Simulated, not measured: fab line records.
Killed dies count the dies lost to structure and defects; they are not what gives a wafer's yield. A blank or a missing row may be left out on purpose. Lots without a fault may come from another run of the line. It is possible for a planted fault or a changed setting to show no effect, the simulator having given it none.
fab line records ; flow sky130
record lots=6; wafers=18; lastDay=50
route steps=708 shown VT_ADJUST_NCORE@121 VT_ADJUST_HVTR@131 PAD_OPEN@708
lots that met no fault: from a run of the same line without faults
startH: hours from the record's opening day to when the first of the lot's shown wafers began ; waitH: hours elapsed since this lot's preceding step ; " the same as in the row above ; L1.1+2: one row covering several wafers at once ; - no value present, or no start provided ; * or withheld: withheld ; < > ~ a bound
route shown NAME@n: NAME is a module with steps in the file, n the number in the route of the first one ; usual: the fault-free wafers' mean and standard deviation ; same: alike in all rows ; chamber/n: place in a boat ; sites: the reading at each site ; _std_site: how widely they spread, as a standard deviation ; _edge_site: inner sites' mean taken away from outer sites' mean ; radiusMm: how far each site lies from the wafer's centre ; mask NAME#n: copy n ; behind: the last tool/chamber to shape the wafer ; hold: what put the lot on hold/how long, in hours/how the hold closed ; device: which transistor (n, p or np) failed to switch ; end of line: the tests these same wafers got at the end of their route ; for a step that has no rows: nothing shown but its recipe ; killed: dies that structure and defects cost at the first sort, which is not the same as the wafer's yield ; map: shows each die of a wafer: x if killed, . if not, _ if none is there
set.NAME: the setting that was run; set.NAME@STEP: the one run at that earlier step ; model.NAME: the simulator's own value behind a step, which no gauge read
lots at selected steps of the route; one table per step, one row per wafer
services: the hour from which a tool's chamber was out of use, counted from the record's first day as startH (under 0 if before that day), plus the number of hours and why
## steps
# step SKY_VT_ADJUST_NCORE_COAT_02
# recipe resist=NOVOLAK; spinRpm=3000; resistThkNm=1140
# step SKY_VT_ADJUST_NCORE_SOFTBAKE_03
# recipe tempC=90; timeS=60; resist=NOVOLAK
# step SKY_VT_ADJUST_NCORE_EXPOSE_04
# recipe maskId=LVTN_COMPLEMENT_THIN; na=0.6; sourceShape=conventional; sigmaOuter=0.6; polarization=unpolarized; targetCdNm=380; doseMj=139
# step SKY_VT_ADJUST_NCORE_PEB_05
# recipe tempC=withheld; timeS=*; resist=NOVOLAK
# step SKY_VT_ADJUST_NCORE_DEVELOP_06
# recipe resist=NOVOLAK; developer=TMAH; developTimeS=57.69; devTempC=23
# step SKY_VT_ADJUST_NCORE_CD_MEAS_07
# recipe targetCdNm=380
# usual cdNm=379.5/2.5
lot.wafer;tool;chamber;startH;waitH;cdNm
L246.2;cdSem-01;-;211.97;0.1;383.7
L246.3;cdSem-01;-;211.97;0.1;381.7
L246.4;cdSem-01;-;211.97;0.1;382.6
L256.1;cdSem-01;-;274.35;0.1;380.3
L256.5;cdSem-01;-;274.35;0.1;379.8
L256.6;cdSem-01;-;274.35;0.1;382.4
L257.1;cdSem-01;-;287.65;0.1;383.1
L257.3;cdSem-01;-;287.65;0.1;378.6
L257.4;cdSem-01;-;287.65;0.1;382.9
L258.1;cdSem-02;-;294.34;0.1;383.1
L258.2;cdSem-02;-;294.34;0.1;382.1
L258.4;cdSem-02;-;294.34;0.1;383.0
L259.1;cdSem-01;-;298.89;0.1;384.1
L259.2;cdSem-01;-;298.89;0.1;381.5
L259.5;cdSem-01;-;298.89;0.1;380.1
L260.1;cdSem-01;-;327.63;0.1;381.0
L260.3;cdSem-01;-;327.63;0.1;380.0
L260.6;cdSem-01;-;327.63;0.1;378.4
# step SKY_VT_ADJUST_NCORE_OVL_MEAS_08
# usual VT_ADJUST_NCORE_OVL=0.1/1.5
lot.wafer;tool;chamber;startH;waitH;VT_ADJUST_NCORE_OVL[nm]
L246.2;overlay-01;-;212.07;0.1;-0.1
L246.3;overlay-01;-;212.07;0.1;0.5
L246.4;overlay-01;-;212.07;0.1;1.8
L256.1;overlay-02;-;274.47;0.1;-2.3
L256.5;overlay-02;-;274.47;0.1;-1.0
L256.6;overlay-02;-;274.47;0.1;-0.8
L257.1;overlay-02;-;287.77;0.1;0.8
L257.3;overlay-02;-;287.77;0.1;1.2
L257.4;overlay-02;-;287.77;0.1;-0.4
L258.1;overlay-01;-;294.46;0.1;-0.7
L258.2;overlay-01;-;294.46;0.1;-1.3
L258.4;overlay-01;-;294.46;0.1;-0.1
L259.1;overlay-01;-;299.01;0.1;-1.1
L259.2;overlay-01;-;299.01;0.1;0.8
L259.5;overlay-01;-;299.01;0.1;1.7
L260.1;overlay-02;-;327.75;0.1;0.8
L260.3;overlay-02;-;327.75;0.1;0.3
L260.6;overlay-02;-;327.75;0.1;0.5
# step SKY_VT_ADJUST_NCORE_IMPLANT_09
# recipe species=B; energyKev=10; doseCm2=2.4e+12; tiltDeg=withheld
# step SKY_VT_ADJUST_NCORE_STRIP_10
# recipe chemistry=O2/N2; powerW=1400; pressureMtorr=1500; platenTempC=withheld; o2FlowSccm=3000; n2FlowSccm=300; overashFraction=0.5
# usual drypumpMotorCurrentA=5.8/0.47; oesProductAu=0.716/0.0043; stripTimeToEndpointS=14.18/0.034
lot.wafer;tool;chamber;startH;waitH;drypumpMotorCurrentA;oesProductAu;rfHoursCounterH;stripTimeToEndpointS
L246.2;plasmaAsher-03;0;212.25;0.1;5.0;0.714;52;14.17
L246.3;plasmaAsher-03;0;212.25;0.1;5.0;0.718;-;14.16
L246.4;plasmaAsher-03;1;212.25;0.1;6.1;0.707;-;14.18
L256.1;plasmaAsher-04;0;274.65;0.1;6.3;0.709;15;14.16
L256.5;plasmaAsher-04;0;274.65;0.1;6.3;0.721;-;14.16
L256.6;plasmaAsher-04;1;274.65;0.1;5.8;0.721;-;14.14
L257.1;plasmaAsher-03;0;287.95;0.1;5.0;0.712;60;14.19
L257.3;plasmaAsher-03;0;287.95;0.1;5.0;0.725;-;14.16
L257.4;plasmaAsher-03;1;287.95;0.1;6.1;0.720;-;14.19
L258.1;plasmaAsher-01;1;294.64;0.1;5.7;0.719;47;14.16
L258.2;plasmaAsher-01;0;294.64;0.1;6.1;0.712;47;14.22
L258.4;plasmaAsher-01;0;294.64;0.1;6.1;0.705;-;14.13
L259.1;plasmaAsher-03;0;299.19;0.1;5.0;0.719;61;14.18
L259.2;plasmaAsher-03;1;299.19;0.1;6.1;0.720;61;14.15
L259.5;plasmaAsher-03;0;299.19;0.1;5.0;0.719;-;14.15
L260.1;plasmaAsher-03;1;327.94;0.1;6.1;0.714;64;14.16
L260.3;plasmaAsher-03;1;327.94;0.1;6.1;0.715;-;14.14
L260.6;plasmaAsher-03;1;327.94;0.1;6.1;0.717;-;14.16
# step SKY_VT_ADJUST_NCORE_TW_MEAS_11
# usual VT_ADJUST_NCORE_TW=222/3.2
lot.wafer;tool;chamber;startH;waitH;VT_ADJUST_NCORE_TW
L246.2;filmMetro-04;-;212.36;0.1;224
L246.3;filmMetro-04;-;212.36;0.1;225
L246.4;filmMetro-04;-;212.36;0.1;225
L256.1;filmMetro-02;-;274.75;0.1;224
L256.5;filmMetro-02;-;274.75;0.1;223
L256.6;filmMetro-02;-;274.75;0.1;223
L257.1;filmMetro-01;-;288.05;0.1;218
L257.3;filmMetro-01;-;288.05;0.1;220
L257.4;filmMetro-01;-;288.05;0.1;220
L258.1;filmMetro-04;-;294.74;0.1;224
L258.2;filmMetro-04;-;294.74;0.1;225
L258.4;filmMetro-04;-;294.74;0.1;225
L259.1;filmMetro-02;-;299.29;0.1;223
L259.2;filmMetro-02;-;299.29;0.1;222
L259.5;filmMetro-02;-;299.29;0.1;223
L260.1;filmMetro-02;-;328.04;0.1;224
L260.3;filmMetro-02;-;328.04;0.1;224
L260.6;filmMetro-02;-;328.04;0.1;224
# step SKY_VT_ADJUST_HVTR_DEHYDRATE_00
# recipe tempC=200; timeS=60
# step SKY_VT_ADJUST_HVTR_HMDS_01
# recipe primeTimeS=60; primeTempC=120
# step SKY_VT_ADJUST_HVTR_COAT_02
# recipe resist=NOVOLAK; spinRpm=3000; resistThkNm=1140
# usual spinSpeedRpm=3000.5/2.1
lot.wafer;tool;chamber;startH;waitH;spinSpeedRpm;model.NOVOLAK_of_VT_ADJUST_HVTR_COAT_02.thkNm
L246.2;lithoTrack-02;0;222.26;0.1;3002.0;1144
L246.3;lithoTrack-02;0;222.26;0.1;3000.7;1143
L246.4;lithoTrack-02;0;222.26;0.1;2998.9;1143
L256.1;lithoTrack-04;0;287.19;0.1;3002.4;1141
L256.5;lithoTrack-04;0;287.19;0.1;3002.8;1145
L256.6;lithoTrack-04;0;287.19;0.1;2999.9;1140
L257.1;lithoTrack-04;0;299.64;0.1;2997.1;1139
L257.3;lithoTrack-04;0;299.64;0.1;3000.2;1141
L257.4;lithoTrack-04;0;299.64;0.1;3001.2;1141
L258.1;lithoTrack-02;0;306.59;0.1;3531.0;1051
L258.2;lithoTrack-02;0;306.59;0.1;3531.7;1049
L258.4;lithoTrack-02;0;306.59;0.1;3531.1;1052
L259.1;lithoTrack-02;0;311.39;0.1;3533.1;1049
L259.2;lithoTrack-02;0;311.39;0.1;3535.0;1049
L259.5;lithoTrack-02;0;311.39;0.1;3535.7;1051
L260.1;lithoTrack-04;0;341.24;0.1;3002.4;1145
L260.3;lithoTrack-04;0;341.24;0.1;3002.2;1145
L260.6;lithoTrack-04;0;341.24;0.1;3001.0;1145
# step SKY_VT_ADJUST_HVTR_SOFTBAKE_03
# recipe tempC=90; timeS=60; resist=NOVOLAK
# step SKY_VT_ADJUST_HVTR_EXPOSE_04
# recipe maskId=HVTRM; targetCdNm=380; na=0.6; sourceShape=conventional; sigmaOuter=0.6; doseMj=150
# step SKY_VT_ADJUST_HVTR_PEB_05
# recipe tempC=withheld; timeS=*; resist=NOVOLAK
# step SKY_VT_ADJUST_HVTR_DEVELOP_06
# recipe developTimeS=60; devTempC=23
lot.wafer;tool;chamber;startH;waitH;model.NOVOLAK_of_VT_ADJUST_HVTR_COAT_02.thkNm
L246.2;lithoTrack-01;0;234.11;0.1;1144
L246.3+4;lithoTrack-01;0;234.11;0.1;1143
L256.1;lithoTrack-04;0;299.19;0.1;1140
L256.5;lithoTrack-04;0;299.19;0.1;1145
L256.6;lithoTrack-04;0;299.19;0.1;1139
L257.1;lithoTrack-02;0;312.54;0.1;1138
L257.3;lithoTrack-02;0;312.54;0.1;1140
L257.4;lithoTrack-02;0;312.54;0.1;1141
L258.1;lithoTrack-04;0;319.69;0.1;1051
L258.2;lithoTrack-04;0;319.69;0.1;1049
L258.4;lithoTrack-04;0;319.69;0.1;1052
L259.1+2;lithoTrack-01;0;324.18;0.1;1049
L259.5;lithoTrack-01;0;324.18;0.1;1050
L260.1+3;lithoTrack-01;0;355.13;0.1;1145
L260.6;lithoTrack-01;0;355.13;0.1;1144
# step SKY_VT_ADJUST_HVTR_CD_MEAS_07
# recipe targetCdNm=380
# usual cdNm=379.3/2.3
lot.wafer;tool;chamber;startH;waitH;cdNm
L246.2;cdSem-02;-;234.25;0.1;377.3
L246.3;cdSem-02;-;234.25;0.1;378.8
L246.4;cdSem-02;-;234.25;0.1;379.1
L256.1;cdSem-01;-;299.34;0.1;377.8
L256.5;cdSem-01;-;299.34;0.1;381.7
L256.6;cdSem-01;-;299.34;0.1;380.5
L257.1;cdSem-02;-;312.69;0.1;377.7
L257.3;cdSem-02;-;312.69;0.1;377.0
L257.4;cdSem-02;-;312.69;0.1;377.9
L258.1;cdSem-02;-;319.84;0.1;391.7
L258.2;cdSem-02;-;319.84;0.1;389.9
L258.4;cdSem-02;-;319.84;0.1;391.4
L259.1;cdSem-01;-;324.36;0.2;389.7
L259.2;cdSem-01;-;324.36;0.2;389.6
L259.5;cdSem-01;-;324.36;0.2;389.9
L260.1;cdSem-01;-;355.28;0.1;377.3
L260.3;cdSem-01;-;355.28;0.1;376.3
L260.6;cdSem-01;-;355.28;0.1;377.0
# step SKY_VT_ADJUST_HVTR_OVL_MEAS_08
# usual VT_ADJUST_HVTR_OVL=-0.8/1.3
lot.wafer;tool;chamber;startH;waitH;VT_ADJUST_HVTR_OVL[nm]
L246.2;overlay-01;-;234.36;0.1;-0.7
L246.3;overlay-01;-;234.36;0.1;-0.2
L246.4;overlay-01;-;234.36;0.1;-0.6
L256.1;overlay-01;-;299.46;0.1;-0.9
L256.5;overlay-01;-;299.46;0.1;-1.6
L256.6;overlay-01;-;299.46;0.1;-0.9
L257.1;overlay-02;-;312.81;0.1;-0.7
L257.3;overlay-02;-;312.81;0.1;1.7
L257.4;overlay-02;-;312.81;0.1;0.5
L258.1;overlay-02;-;319.96;0.1;-1.1
L258.2;overlay-02;-;319.96;0.1;0.3
L258.4;overlay-02;-;319.96;0.1;-0.6
L259.1;overlay-01;-;324.48;0.1;-0.1
L259.2;overlay-01;-;324.48;0.1;-0.2
L259.5;overlay-01;-;324.48;0.1;0.5
L260.1;overlay-02;-;355.40;0.1;-1.8
L260.3;overlay-02;-;355.40;0.1;-1.6
L260.6;overlay-02;-;355.40;0.1;-2.2
# step SKY_VT_ADJUST_HVTR_IMPLANT_09
# recipe species=B; energyKev=10; doseCm2=2.1e+12; tiltDeg=withheld
# step SKY_VT_ADJUST_HVTR_STRIP_10
# recipe chemistry=O2/N2; powerW=1400; pressureMtorr=1500; platenTempC=withheld; o2FlowSccm=3000; n2FlowSccm=300; overashFraction=0.5
# usual drypumpMotorCurrentA=5.8/0.33; oesProductAu=0.716/0.0046; stripTimeToEndpointS=14.18/0.039
lot.wafer;tool;chamber;startH;waitH;drypumpMotorCurrentA;oesProductAu;rfHoursCounterH;stripTimeToEndpointS
L246.2;plasmaAsher-01;0;234.54;0.1;6.1;0.728;41;14.23
L246.3;plasmaAsher-01;1;234.54;0.1;5.7;0.718;-;14.21
L246.4;plasmaAsher-01;0;234.54;0.1;6.1;0.720;-;14.21
L256.1;plasmaAsher-01;1;299.65;0.1;5.7;0.717;48;14.19
L256.5;plasmaAsher-01;0;299.65;0.1;6.1;0.712;-;14.23
L256.6;plasmaAsher-01;1;299.65;0.1;5.7;0.718;-;14.19
L257.1;plasmaAsher-02;1;312.99;0.1;5.7;0.720;61;14.18
L257.3;plasmaAsher-02;0;312.99;0.1;6.0;0.718;-;14.19
L257.4;plasmaAsher-02;1;312.99;0.1;5.7;0.711;-;14.20
L258.1;plasmaAsher-01;0;320.15;0.1;6.1;0.719;49;13.12
L258.2;plasmaAsher-01;1;320.15;0.1;5.7;0.715;49;13.12
L258.4;plasmaAsher-01;0;320.15;0.1;6.1;0.717;-;13.14
L259.1;plasmaAsher-02;0;324.67;0.1;6.1;0.728;62;13.14
L259.2;plasmaAsher-02;1;324.67;0.1;5.7;0.717;62;13.13
L259.5;plasmaAsher-02;0;324.67;0.1;6.1;0.715;-;13.13
L260.1;plasmaAsher-01;0;355.59;0.1;6.1;0.708;53;14.23
L260.3;plasmaAsher-01;1;355.59;0.1;5.7;0.718;-;14.23
L260.6;plasmaAsher-01;1;355.59;0.1;5.7;0.719;-;14.22
# step SKY_VT_ADJUST_HVTR_TW_MEAS_11
# usual VT_ADJUST_HVTR_TW=212.6/2.8
lot.wafer;tool;chamber;startH;waitH;VT_ADJUST_HVTR_TW
L246.2;filmMetro-03;-;234.65;0.1;211.1
L246.3;filmMetro-03;-;234.65;0.1;211.8
L246.4;filmMetro-03;-;234.65;0.1;212.5
L256.1;filmMetro-03;-;299.75;0.1;211.0
L256.5;filmMetro-03;-;299.75;0.1;210.2
L256.6;filmMetro-03;-;299.75;0.1;210.6
L257.1;filmMetro-03;-;313.09;0.1;212.5
L257.3;filmMetro-03;-;313.09;0.1;213.4
L257.4;filmMetro-03;-;313.09;0.1;212.3
L258.1;filmMetro-03;-;320.25;0.1;213.6
L258.2;filmMetro-03;-;320.25;0.1;212.0
L258.4;filmMetro-03;-;320.25;0.1;212.1
L259.1;filmMetro-04;-;324.77;0.1;214.9
L259.2;filmMetro-04;-;324.77;0.1;216.0
L259.5;filmMetro-04;-;324.77;0.1;214.0
L260.1;filmMetro-03;-;355.69;0.1;212.5
L260.3;filmMetro-03;-;355.69;0.1;212.2
L260.6;filmMetro-03;-;355.69;0.1;212.8
# step SKY_PAD_OPEN_PROBE_99
# usual killed_at_M0_to_M3=43/7.3; killed_at_M4_up=3.1/1.7; killedAtContacts=24/4.7; killedAtFrontEnd=15/4.6; killedAtOther=0.3/0.55; killedDies=86/9.7; killedOpen=47/6.7; killedShort=39/6.5
# same grossDies=492; killedAtBackSide=0
lot.wafer;tool;chamber;startH;waitH;killed_at_M0_to_M3;killed_at_M4_up;killedAtContacts;killedAtFrontEnd;killedAtOther;killedDies;killedOpen;killedShort
L246.2;prober-02;-;1099.42;0.1;43;3;27;16;0;89;53;36
L246.3;prober-02;-;1099.47;0.2;38;1;28;20;0;87;46;41
L246.4;prober-02;-;1099.52;0.2;43;1;16;14;0;74;43;31
L258.1;prober-01;-;1160.34;0.1;39;3;26;13;0;81;47;34
L258.2;prober-01;-;1160.39;0.1;40;5;24;11;0;80;39;41
L258.4;prober-01;-;1160.49;0.2;51;3;16;8;0;78;40;38
# killed by level:class
L246.2 VIA1:geometricParticle:open=14 LI_CONTACT:geometricParticle:open=8 CONTACT:geometricParticle:open=8 VIA2:geometricParticle:open=8 FIELD_ISO:geometricParticle:open=6 LOCAL_INTERCONNECT:geometricParticle:short=6 VIA1:geometricParticle:short=6 METAL1:geometricParticle:short=4
L246.3 CONTACT:geometricParticle:open=10 VIA1:geometricParticle:open=7 LI_CONTACT:geometricParticle:open=6 FIELD_ISO:geometricParticle:open=5 POLY_GATE:geometricParticle:short=5 VIA1:geometricParticle:short=5 METAL2:geometricParticle:short=5 METAL1:geometricParticle:short=5
L246.4 VIA3:geometricParticle:open=7 VIA1:geometricParticle:open=7 VIA2:geometricParticle:open=6 METAL2:geometricParticle:short=6 LI_CONTACT:geometricParticle:open=5 METAL1:geometricParticle:open=5 METAL1:geometricParticle:short=4 CONTACT:geometricParticle:short=4
L258.1 VIA3:geometricParticle:open=10 CONTACT:geometricParticle:open=8 LI_CONTACT:geometricParticle:open=8 CONTACT:geometricParticle:short=8 VIA2:geometricParticle:open=6 POLY_GATE:geometricParticle:open=5 VIA1:geometricParticle:open=5 POLY_GATE:geometricParticle:short=4
L258.2 LI_CONTACT:geometricParticle:open=10 VIA1:geometricParticle:short=9 CONTACT:geometricParticle:short=6 METAL1:geometricParticle:short=6 VIA2:geometricParticle:open=6 VIA1:geometricParticle:open=4 METAL2:geometricParticle:short=4 FIELD_ISO:geometricParticle:open=3
L258.4 VIA1:geometricParticle:open=12 VIA3:geometricParticle:open=8 METAL1:geometricParticle:short=8 VIA1:geometricParticle:short=5 LI_CONTACT:geometricParticle:open=4 CONTACT:geometricParticle:short=4 CONTACT:geometricParticle:open=4 METAL1:geometricParticle:open=4
## services
tool;chamber;startH;hours;kind
plasmaAsher-01;-;209.20;3.1;repair
plasmaAsher-02;-;239.38;2.8;pm
plasmaAsher-02;-;308.34;0.6;repair
plasmaAsher-02;-;308.88;2.0;repair
plasmaAsher-01;-;314.39;4.6;repair
## key
firstSign step=SKY_VT_ADJUST_HVTR_COAT_02; reading=spinSpeedRpm; direction=up; sigmas=99+; usual=3000.5; struck=3532.9
effect step=SKY_VT_ADJUST_HVTR_CD_MEAS_07; reading=cdNm; direction=up; sigmas=4.9; usual=379.3; struck=390.4
effect step=SKY_VT_ADJUST_HVTR_STRIP_10; reading=stripTimeToEndpointS; direction=down; sigmas=27; usual=*; struck=*
modelEffect step=SKY_VT_ADJUST_HVTR_COAT_02; value=NOVOLAK_of_VT_ADJUST_HVTR_COAT_02.thkNm; without=1140; struck=1050
modelEffect step=SKY_VT_ADJUST_HVTR_DEVELOP_06; value=NOVOLAK_of_VT_ADJUST_HVTR_COAT_02.thkNm; without=1139; struck=1050
metAt SKY_VT_ADJUST_HVTR_COAT_02
struckWafers L258.1,L258.2,L258.4,L259.1,L259.2,L259.5
testerLeftOut L258,L259
onsetBetween 222.26 306.59
fault kind=processParameterDrift; tool=lithoTrack-02; chamber=-; onsetH=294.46; steps=SKY_VT_ADJUST_HVTR_COAT_02; channel=spinRpm; offset=532.89; shape=step; endH=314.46; actsIn=theseRecipesOnly; stated=3000
# testerLeftOut: of these lots the tester's yield and bins aren't shown, on N5 and GAA mostly nor the transistor test; their killed dies are dies lost to structure and defects alone, not to doping, threshold or leakage, so they don't give the yield
